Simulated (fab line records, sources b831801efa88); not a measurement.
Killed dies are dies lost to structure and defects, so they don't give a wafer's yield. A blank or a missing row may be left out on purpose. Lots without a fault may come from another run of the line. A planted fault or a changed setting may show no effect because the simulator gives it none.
fab line records | flow gf180mcu
record lots=24 wafers=72 last_day=34
route steps=602 shown V2@397 M3@424 M4@471 V4@497 MIM@512
lots that met no fault: from a run of the same line without faults
start_h: hours from the record's first day to the start of the lot's first wafer shown | wait_h: hours since the lot's step before | " the same as in the row above | L1.1+2: a row that stands for several wafers | - no value, or no start given | * or withheld: withheld | < > ~ a bound
route shown NAME@n: a module of which the file shows steps, and the number in the route of the first | usual: mean/standard deviation of fault-free wafers | same: alike in all rows | chamber/n: place in a boat | sites: the reading at each site | _std_site: their standard deviation | _edge_site: outer sites' mean less inner sites' | radius_mm: how far each site lies from the wafer's centre | mask NAME#n: copy n | behind: the tool/chamber that last shaped the wafer | hold: why the lot was held/for how many hours/how that ended | device: the transistor (n, p or np) that didn't switch | end of line: the same wafers' tests at the end of the route | a step without rows: its recipe alone | killed: dies lost to structure and defects at the first sort, not the wafer's yield | map: a wafer's dies, x killed, . not, _ none there
set.NAME: the setting as run; set.NAME@STEP: as run at that earlier step | model.NAME: the simulator's own value behind a step, which no gauge read
steps of the route over a sample of lots; a table a step, a row a wafer
services: from which hour (start_h, from the record's first day; less than 0 if before it) a tool's chamber was out of use, for how many hours, and why
## steps
# step GF_V2_OVL_MEAS_15
# usual V2_OVL=0/5.5
# columns lot.wafer tool chamber start_h wait_h V2_OVL[nm]
L074.2 overlay-02 - 466.81 0.1 -1
L074.4 " - " " 2
L074.5 " - " " 7
L075.1 overlay-01 - 484.20 0.1 -12
L075.2 " - " " -1
L075.5 " - " " -8
L076.2 overlay-01 - 489.64 0.1 -2
L076.5 " - " " 2
L076.6 " - " " -2
L077.2 overlay-01 - 500.19 0.1 -3
L077.3 " - " " -2
L077.5 " - " " -7
L078.1 overlay-01 - 506.69 0.1 1
L078.5 " - " " -3
L078.6 " - " " -2
L079.3 overlay-01 - 522.05 0.1 1
L079.4 " - " " -1
L079.6 " - " " 4
L080.1 overlay-02 - 524.93 0.1 0
L080.2 " - " " -2
L080.5 " - " " 2
L081.1 overlay-01 - 545.69 0.1 -6
L081.2 " - " " -3
L081.3 " - " " 0
L082.4 overlay-02 - 551.77 0.1 5
L082.5 " - " " 7
L082.6 " - " " -5
L083.4 overlay-01 - 553.81 0.1 -10
L083.5 " - " " -9
L083.6 " - " " -11
L084.4 overlay-02 - 564.11 0.1 -4
L084.5 " - " " -9
L084.6 " - " " -7
L085.3 overlay-02 - 566.05 0.1 -2
L085.4 " - " " 3
L085.5 " - " " 1
L086.1 overlay-02 - 578.60 0.1 -4
L086.4 " - " " -8
L086.5 " - " " -11
L087.1 overlay-02 - 587.64 0.1 5
L087.2 " - " " 4
L087.3 " - " " 3
L088.2 overlay-01 - 595.24 0.1 2
L088.3 " - " " 0
L088.6 " - " " 3
L089.1 overlay-01 - 599.85 0.1 3
L089.4 " - " " 3
L089.5 " - " " 2
L090.1 overlay-02 - 608.83 0.1 8
L090.5 " - " " 8
L090.6 " - " " 1
L091.2 overlay-02 - 614.07 0.1 -5
L091.3 " - " " -1
L091.4 " - " " 1
L092.1 overlay-01 - 625.05 0.1 -4
L092.2 " - " " -1
L092.6 " - " " -3
L093.4 overlay-02 - 628.98 0.1 9
L093.5 " - " " 12
L093.6 " - " " 7
L094.1 overlay-01 - 635.43 0.1 7
L094.3 " - " " 2
L094.6 " - " " 1
L095.2 overlay-01 - 646.15 0.1 2
L095.3 " - " " 8
L095.5 " - " " 7
L096.2 overlay-01 - 648.55 0.1 3
L096.3 " - " " -4
L096.6 " - " " 3
L097.2 overlay-01 - 653.60 0.1 8
L097.3 " - " " 7
L097.6 " - " " 10
# step GF_M3_OVL_MEAS_15
# usual M3_OVL=-1/6.9
# columns lot.wafer tool chamber start_h wait_h M3_OVL[nm]
L074.2 overlay-02 - 493.05 0.1 0
L074.4 " - " " 2
L074.5 " - " " 10
L075.1 overlay-01 - 510.15 0.1 -5
L075.2 " - " " 2
L075.5 " - " " -6
L076.2 overlay-01 - 515.65 0.1 -6
L076.5 " - " " -1
L076.6 " - " " -1
L077.2 overlay-01 - 525.89 0.1 -7
L077.3 " - " " -3
L077.5 " - " " -8
L078.1 overlay-01 - 532.43 0.1 -8
L078.5 " - " " -11
L078.6 " - " " -11
L079.3 overlay-02 - 546.37 0.1 0
L079.4 " - " " -4
L079.6 " - " " 2
L080.1 overlay-01 - 549.13 0.1 11
L080.2 " - " " 11
L080.5 " - " " 1
L081.1 overlay-02 - 569.78 0.1 7
L081.2 " - " " -4
L081.3 " - " " 6
L082.4 overlay-01 - 575.51 0.1 14
L082.5 " - " " 5
L082.6 " - " " 6
L083.4 overlay-01 - 577.85 0.1 12
L083.5 " - " " 7
L083.6 " - " " 9
L084.4 overlay-02 - 587.91 0.1 -5
L084.5 " - " " -2
L084.6 " - " " -5
L085.3 overlay-02 - 589.46 0.1 10
L085.4 " - " " 3
L085.5 " - " " 9
L086.1 overlay-01 - 601.75 0.1 7
L086.4 " - " " 8
L086.5 " - " " 6
L087.1 overlay-01 - 611.10 0.1 0
L087.2 " - " " 0
L087.3 " - " " 1
L088.2 overlay-02 - 618.30 0.1 -13
L088.3 " - " " -2
L088.6 " - " " -5
L089.1 overlay-01 - 622.55 0.1 -13
L089.4 " - " " -13
L089.5 " - " " -14
L090.1 overlay-02 - 631.05 0.1 -9
L090.5 " - " " -16
L090.6 " - " " -11
L091.2 overlay-02 - 636.14 0.1 -2
L091.3 " - " " -2
L091.4 " - " " -4
L092.1 overlay-02 - 646.91 0.1 -2
L092.2 " - " " 5
L092.6 " - " " -2
L093.4 overlay-01 - 650.98 0.1 -12
L093.5 " - " " -2
L093.6 " - " " -2
L094.1 overlay-01 - 656.94 0.1 3
L094.3 " - " " 5
L094.6 " - " " -1
L095.2 overlay-01 - 667.26 0.1 6
L095.3 " - " " -1
L095.5 " - " " -4
L096.2 overlay-01 - 669.92 0.1 6
L096.3 " - " " -1
L096.6 " - " " 1
L097.2 overlay-01 - 674.67 0.1 -1
L097.3 " - " " 9
L097.6 " - " " 1
# step GF_M4_OVL_MEAS_15
# usual M4_OVL=0/5.2
# columns lot.wafer tool chamber start_h wait_h M4_OVL[nm]
L074.2 overlay-01 - 542.90 0.1 -11
L074.4 " - " " -7
L074.5 " - " " -8
L075.1 overlay-01 - 559.19 0.1 -1
L075.2 " - " " -8
L075.5 " - " " -1
L076.2 overlay-02 - 564.45 0.1 -2
L076.5 " - " " -2
L076.6 " - " " 7
L077.2 overlay-01 - 574.25 0.1 4
L077.3 " - " " -6
L077.5 " - " " -2
L078.1 overlay-02 - 580.55 0.1 8
L078.5 " - " " 1
L078.6 " - " " 7
L079.3 overlay-02 - 593.30 0.1 1
L079.4 " - " " 3
L079.6 " - " " -3
L080.1 overlay-01 - 596.89 0.1 3
L080.2 " - " " 3
L080.5 " - " " 4
L081.1 overlay-01 - 615.34 0.1 6
L081.2 " - " " 7
L081.3 " - " " 5
L082.4 overlay-01 - 621.09 0.1 -1
L082.5 " - " " 1
L082.6 " - " " -4
L083.4 overlay-01 - 623.50 0.1 1
L083.5 " - " " 3
L083.6 " - " " 5
L084.4 overlay-01 - 632.68 0.1 2
L084.5 " - " " 0
L084.6 " - " " -6
L085.3 overlay-02 - 635.10 0.1 -1
L085.4 " - " " 1
L085.5 " - " " -1
L086.1 overlay-02 - 645.90 0.1 -2
L086.4 " - " " -3
L086.5 " - " " -5
L087.1 overlay-01 - 654.98 0.1 -3
L087.2 " - " " -8
L087.3 " - " " -4
L088.2 overlay-01 - 664.55 0.1 -2
L088.3 " - " " 5
L088.6 " - " " 1
L089.1 overlay-01 - 666.61 0.1 1
L089.4 " - " " 3
L089.5 " - " " -2
L090.1 overlay-01 - 674.07 0.1 6
L090.5 " - " " 4
L090.6 " - " " 5
L091.2 overlay-02 - 678.90 0.1 -5
L091.3 " - " " -8
L091.4 " - " " 0
L092.1 overlay-01 - 690.94 0.1 5
L092.2 " - " " 10
L092.6 " - " " 11
L093.4 overlay-02 - 692.20 0.1 5
L093.5 " - " " 10
L093.6 " - " " 3
L094.1 overlay-01 - 698.13 0.1 -3
L094.3 " - " " -1
L094.6 " - " " -2
L095.2 overlay-02 - 708.30 0.1 4
L095.3 " - " " 8
L095.5 " - " " 2
L096.2 overlay-01 - 710.34 0.1 -1
L096.3 " - " " -9
L096.6 " - " " 1
L097.2 overlay-01 - 716.05 0.1 5
L097.3 " - " " -4
L097.6 " - " " -2
# step GF_V4_SPUTTER_21
# recipe material=Ti target_thk_nm=15 chamber_pressure_pa=5 power_w=2500 substrate_temp_c=200 time_s=80.02
# usual throttle_valve_pct=29.9/0.91
# columns lot.wafer tool chamber start_h wait_h throttle_valve_pct
L074.2 pvd_sputter-03 - 567.75 0.0 29.4
L074.4 " - " " 29.9
L074.5 " - " " 30.1
L075.1 pvd_sputter-01 - 583.28 0.0 31.0
L075.2 " - " " 30.7
L075.5 " - " " 29.7
L076.2 pvd_sputter-03 - 589.21 0.0 30.1
L076.5 " - " " 29.9
L076.6 " - " " 29.1
L077.2 pvd_sputter-03 - 597.94 0.0 29.9
L077.3 " - " " 28.6
L077.5 " - " " 29.1
L078.1 pvd_sputter-04 - 604.08 0.0 30.5
L078.5 " - " " 29.5
L078.6 " - " " 30.5
L079.3 pvd_sputter-03 - 616.75 0.0 28.9
L079.4 " - " " 29.2
L079.6 " - " " 29.1
L080.1 pvd_sputter-01 - 620.45 0.0 29.4
L080.2 " - " " 31.4
L080.5 " - " " 30.6
L081.1 pvd_sputter-04 - 638.25 0.0 28.4
L081.2 " - " " 29.6
L081.3 " - " " 31.8
L082.4 pvd_sputter-03 - 644.25 0.0 30.2
L082.5 " - " " 28.7
L082.6 " - " " 29.0
L083.4 pvd_sputter-01 - 646.18 0.0 29.6
L083.5 " - " " 30.6
L083.6 " - " " 31.4
L084.4 pvd_sputter-01 - 654.50 0.0 30.8
L084.5 " - " " 29.4
L084.6 " - " " 29.4
L085.3 pvd_sputter-01 - 657.44 0.0 31.3
L085.4 " - " " 29.3
L085.5 " - " " 29.6
L086.1 pvd_sputter-03 - 667.65 0.0 30.0
L086.4 " - " " 29.2
L086.5 " - " " 29.9
L087.1 pvd_sputter-04 - 676.68 0.0 29.6
L087.2 " - " " 30.4
L087.3 " - " " 31.6
L088.2 pvd_sputter-04 - 686.15 0.0 28.6
L088.3 " - " " 29.8
L088.6 " - " " 30.5
L089.1 pvd_sputter-03 - 687.34 0.0 30.1
L089.4 " - " " 29.0
L089.5 " - " " 29.2
L090.1 pvd_sputter-03 - 695.30 0.0 28.9
L090.5 " - " " 29.1
L090.6 " - " " 28.8
L091.2 pvd_sputter-03 - 700.09 0.0 29.9
L091.3 " - " " 30.0
L091.4 " - " " 29.3
L092.1 pvd_sputter-04 - 711.30 0.0 29.5
L092.2 " - " " 32.0
L092.6 " - " " 30.2
L093.4 pvd_sputter-01 - 712.98 0.0 29.7
L093.5 " - " " 31.2
L093.6 " - " " 29.3
L094.1 pvd_sputter-01 - 719.27 0.0 30.9
L094.3 " - " " 29.4
L094.6 " - " " 29.8
L095.2 pvd_sputter-01 - 728.75 0.0 29.6
L095.3 " - " " 30.6
L095.5 " - " " 29.5
L096.2 pvd_sputter-03 - 730.62 0.0 28.9
L096.3 " - " " 30.1
L096.6 " - " " 29.7
L097.2 pvd_sputter-04 - 735.96 0.0 29.5
L097.3 " - " " 28.2
L097.6 " - " " 30.6
# step GF_V4_SPUTTER_22
# recipe material=TiN target_thk_nm=10 chamber_pressure_pa=5 power_w=4000 time_s=40
# usual throttle_valve_pct=29.9/0.89
# columns lot.wafer tool chamber start_h wait_h throttle_valve_pct
L074.2 pvd_sputter-03 - 567.82 0.0 29.3
L074.4 " - " " 30.0
L074.5 " - " " 30.0
L075.1 pvd_sputter-01 - 583.34 0.0 31.1
L075.2 " - " " 30.7
L075.5 " - " " 29.3
L076.2 pvd_sputter-03 - 589.27 0.0 30.0
L076.5 " - " " 30.1
L076.6 " - " " 29.2
L077.2 pvd_sputter-03 - 598.00 0.0 29.9
L077.3 " - " " 28.8
L077.5 " - " " 29.5
L078.1 pvd_sputter-04 - 604.14 0.0 30.6
L078.5 " - " " 29.7
L078.6 " - " " 30.1
L079.3 pvd_sputter-03 - 616.81 0.0 28.8
L079.4 " - " " 29.4
L079.6 " - " " 29.5
L080.1 pvd_sputter-01 - 620.51 0.0 29.6
L080.2 " - " " 31.1
L080.5 " - " " 30.8
L081.1 pvd_sputter-04 - 638.31 0.0 28.6
L081.2 " - " " 29.6
L081.3 " - " " 31.7
L082.4 pvd_sputter-03 - 644.31 0.0 30.4
L082.5 " - " " 29.0
L082.6 " - " " 29.4
L083.4 pvd_sputter-01 - 646.24 0.0 29.6
L083.5 " - " " 30.7
L083.6 " - " " 31.3
L084.4 pvd_sputter-01 - 654.55 0.0 31.1
L084.5 " - " " 29.3
L084.6 " - " " 29.6
L085.3 pvd_sputter-01 - 657.50 0.0 31.0
L085.4 " - " " 29.4
L085.5 " - " " 29.7
L086.1 pvd_sputter-03 - 667.71 0.0 30.0
L086.4 " - " " 28.9
L086.5 " - " " 29.9
L087.1 pvd_sputter-04 - 676.74 0.0 29.7
L087.2 " - " " 30.3
L087.3 " - " " 31.6
L088.2 pvd_sputter-04 - 686.21 0.0 28.2
L088.3 " - " " 29.9
L088.6 " - " " 30.2
L089.1 pvd_sputter-03 - 687.40 0.0 30.0
L089.4 " - " " 29.2
L089.5 " - " " 28.8
L090.1 pvd_sputter-03 - 695.36 0.0 29.0
L090.5 " - " " 29.1
L090.6 " - " " 28.9
L091.2 pvd_sputter-03 - 700.15 0.0 30.1
L091.3 " - " " 30.2
L091.4 " - " " 29.4
L092.1 pvd_sputter-04 - 711.36 0.0 29.7
L092.2 " - " " 31.3
L092.6 " - " " 30.2
L093.4 pvd_sputter-01 - 713.04 0.0 29.6
L093.5 " - " " 31.1
L093.6 " - " " 29.3
L094.1 pvd_sputter-01 - 719.33 0.0 30.8
L094.3 " - " " 29.3
L094.6 " - " " 29.2
L095.2 pvd_sputter-01 - 728.81 0.0 29.5
L095.3 " - " " 30.6
L095.5 " - " " 29.5
L096.2 pvd_sputter-03 - 730.68 0.0 28.9
L096.3 " - " " 30.0
L096.6 " - " " 29.9
L097.2 pvd_sputter-04 - 736.02 0.0 29.6
L097.3 " - " " 28.4
L097.6 " - " " 30.4
# step GF_MIM_SPUTTER_09
# recipe material=TiN target_thk_nm=35 power_w=6500 time_s=29.2 chamber_pressure_pa=0.4
# usual throttle_valve_pct=29.9/1
# columns lot.wafer tool chamber start_h wait_h throttle_valve_pct
L074.2 pvd_sputter-01 - 568.83 0.0 30.7
L074.4 " - " " 29.4
L074.5 " - " " 30.6
L075.1 pvd_sputter-04 - 584.35 0.0 31.5
L075.2 " - " " 28.1
L075.5 " - " " 31.7
L076.2 pvd_sputter-01 - 590.28 0.0 29.4
L076.5 " - " " 30.5
L076.6 " - " " 31.2
L077.2 pvd_sputter-01 - 599.01 0.0 31.2
L077.3 " - " " 30.4
L077.5 " - " " 29.3
L078.1 pvd_sputter-02 - 605.16 0.0 28.7
L078.5 " - " " 28.6
L078.6 " - " " 29.4
L079.3 pvd_sputter-04 - 617.86 0.0 31.8
L079.4 " - " " 28.3
L079.6 " - " " 30.5
L080.1 pvd_sputter-01 - 621.52 0.0 29.7
L080.2 " - " " 31.2
L080.5 " - " " 31.2
L081.1 pvd_sputter-02 - 639.33 0.0 29.3
L081.2 " - " " 30.5
L081.3 " - " " 28.4
L082.4 pvd_sputter-01 - 645.35 0.0 30.6
L082.5 " - " " 29.5
L082.6 " - " " 29.5
L083.4 pvd_sputter-04 - 647.28 0.0 30.3
L083.5 " - " " 29.6
L083.6 " - " " 30.6
L084.4 pvd_sputter-02 - 655.55 0.0 29.4
L084.5 " - " " 28.6
L084.6 " - " " 29.6
L085.3 pvd_sputter-01 - 659.07 0.0 29.6
L085.4 " - " " 29.5
L085.5 " - " " 29.5
L086.1 pvd_sputter-02 - 668.74 0.0 28.2
L086.4 " - " " 29.4
L086.5 " - " " 28.6
L087.1 pvd_sputter-04 - 677.78 0.0 29.4
L087.2 " - " " 30.2
L087.3 " - " " 31.9
L088.2 pvd_sputter-04 - 687.23 0.0 31.7
L088.3 " - " " 28.4
L088.6 " - " " 31.7
L089.1 pvd_sputter-01 - 688.41 0.0 30.8
L089.4 " - " " 29.5
L089.5 " - " " 29.5
L090.1 pvd_sputter-04 - 696.37 0.0 29.7
L090.5 " - " " 28.4
L090.6 " - " " 29.4
L091.2 pvd_sputter-01 - 701.16 0.0 30.8
L091.3 " - " " 29.4
L091.4 " - " " 31.1
L092.1 pvd_sputter-02 - 712.37 0.0 28.7
L092.2 " - " " 28.6
L092.6 " - " " 30.9
L093.4 pvd_sputter-04 - 714.47 0.0 30.4
L093.5 " - " " 31.4
L093.6 " - " " 30.5
L094.1 pvd_sputter-04 - 720.46 0.0 31.8
L094.3 " - " " 28.6
L094.6 " - " " 28.3
L095.2 pvd_sputter-02 - 729.82 0.0 29.0
L095.3 " - " " 29.2
L095.5 " - " " 29.6
L096.2 pvd_sputter-01 - 731.70 0.0 29.2
L096.3 " - " " 31.1
L096.6 " - " " 30.7
L097.2 pvd_sputter-04 - 737.03 0.0 31.6
L097.3 " - " " 30.1
L097.6 " - " " 28.6
## services
# columns tool chamber start_h hours kind
pvd_sputter-03 - 547.42 4.6 repair
pvd_sputter-01 - 551.28 1.9 repair
pvd_sputter-04 - 564.83 1.8 repair
pvd_sputter-04 - 590.46 1.1 repair
pvd_sputter-04 3 625.75 - consumable_replace:kit
pvd_sputter-04 3 625.75 18.0 scheduled_down
pvd_sputter-04 3 625.75 18.0 vent_cycle
pvd_sputter-02 3 630.83 - consumable_replace:kit
pvd_sputter-02 3 630.83 18.0 scheduled_down
pvd_sputter-02 3 630.83 18.0 vent_cycle
pvd_sputter-01 3 649.66 - consumable_replace:kit
pvd_sputter-01 3 649.66 18.0 scheduled_down
pvd_sputter-01 3 649.66 18.0 vent_cycle
pvd_sputter-01 - 651.47 0.9 repair
pvd_sputter-04 - 672.94 2.2 repair
pvd_sputter-01 - 679.36 6.0 repair
pvd_sputter-02 2 720.30 - consumable_replace:kit
pvd_sputter-02 2 720.30 18.0 scheduled_down
pvd_sputter-02 2 720.30 18.0 vent_cycle
## key
fault none
